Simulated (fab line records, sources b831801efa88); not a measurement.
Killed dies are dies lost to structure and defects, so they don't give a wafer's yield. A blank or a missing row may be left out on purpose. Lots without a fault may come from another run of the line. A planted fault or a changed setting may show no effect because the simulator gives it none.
Which tool did it? | flow sky130 | 6 lots, 18 wafers sampled, at 3 steps of a route of 708

WHAT THE GAUGES READ, wafer by wafer
SKY_GATE_OXIDE_TW_MEAS_14.
lot  | measured     | on            | GATE_OXIDE_TW
L119 | day 14 08:24 | film_metro-01 | 228.4 227.6 227.3
L129 | day 17 22:56 | film_metro-01 | 246.2 245.6 246.2
L131 | day 18 11:15 | film_metro-02 | 223.6 222.0 222.4
L134 | day 19 18:44 | film_metro-03 | 223.8 223.1 224.5
L138 | day 21 19:11 | film_metro-03 | 224.7 224.7 224.6
L140 | day 22 00:59 | film_metro-01 | 230.1 229.2 229.4

WHICH TOOL RAN EACH LOT (tool, then ch and the chambers of the sampled wafers, then the start)
lot  | SKY_NWELL_STRIP_14                   | SKY_GATE_OXIDE_IMPLANT_11
L119 | plasma_asher-03 ch 0,1, day 4 22:12  | implanter-04 ch 0, day 14 08:03
L129 | plasma_asher-02 ch 0,1, day 7 13:15  | implanter-04 ch 0, day 17 22:35
L131 | plasma_asher-04 ch 0,1, day 7 22:11  | implanter-03 ch 0, day 18 10:53
L134 | plasma_asher-03 ch 0,1, day 8 14:57  | implanter-03 ch 0, day 19 18:23
L138 | plasma_asher-03 ch 0,1, day 10 00:52 | implanter-03 ch 0, day 21 18:50
L140 | plasma_asher-04 ch 0,1, day 10 04:45 | implanter-03 ch 0, day 22 00:38
- SKY_NWELL_STRIP_14: strips in O2/N2.
- SKY_GATE_OXIDE_IMPLANT_11

THE ANSWER, worked out from the rows above alone
Rule: what is usual is taken from the lots themselves. Put in order of their means at a reading, lots are off if they are a third of the lots or fewer, leave a main group of 4 or more, and stand apart from it by a gap of 3 or more times the standard deviation of the main group's means; of several such gaps the widest counts. A main group whose means are all the same, to the digits that the tables above print for the reading, isn't used. A lot without any number at a reading at which 4 lots or more have one is off too. The other lots that the step has rows for count as sound.
Off: L129, at SKY_GATE_OXIDE_TW_MEAS_14 (GATE_OXIDE_TW). The main group: mean 225.7, standard deviation 2.6.
A tool fits if, at a process step before that reading, it ran every lot that is off, and no sound lot after the first of them. The gauges at SKY_GATE_OXIDE_TW_MEAS_14 are tried like those tools. Can't be told from this: 2 tools fit, plasma_asher-02 at SKY_NWELL_STRIP_14, implanter-04 at SKY_GATE_OXIDE_IMPLANT_11.

WHAT THE SIMULATOR HAD PUT IN
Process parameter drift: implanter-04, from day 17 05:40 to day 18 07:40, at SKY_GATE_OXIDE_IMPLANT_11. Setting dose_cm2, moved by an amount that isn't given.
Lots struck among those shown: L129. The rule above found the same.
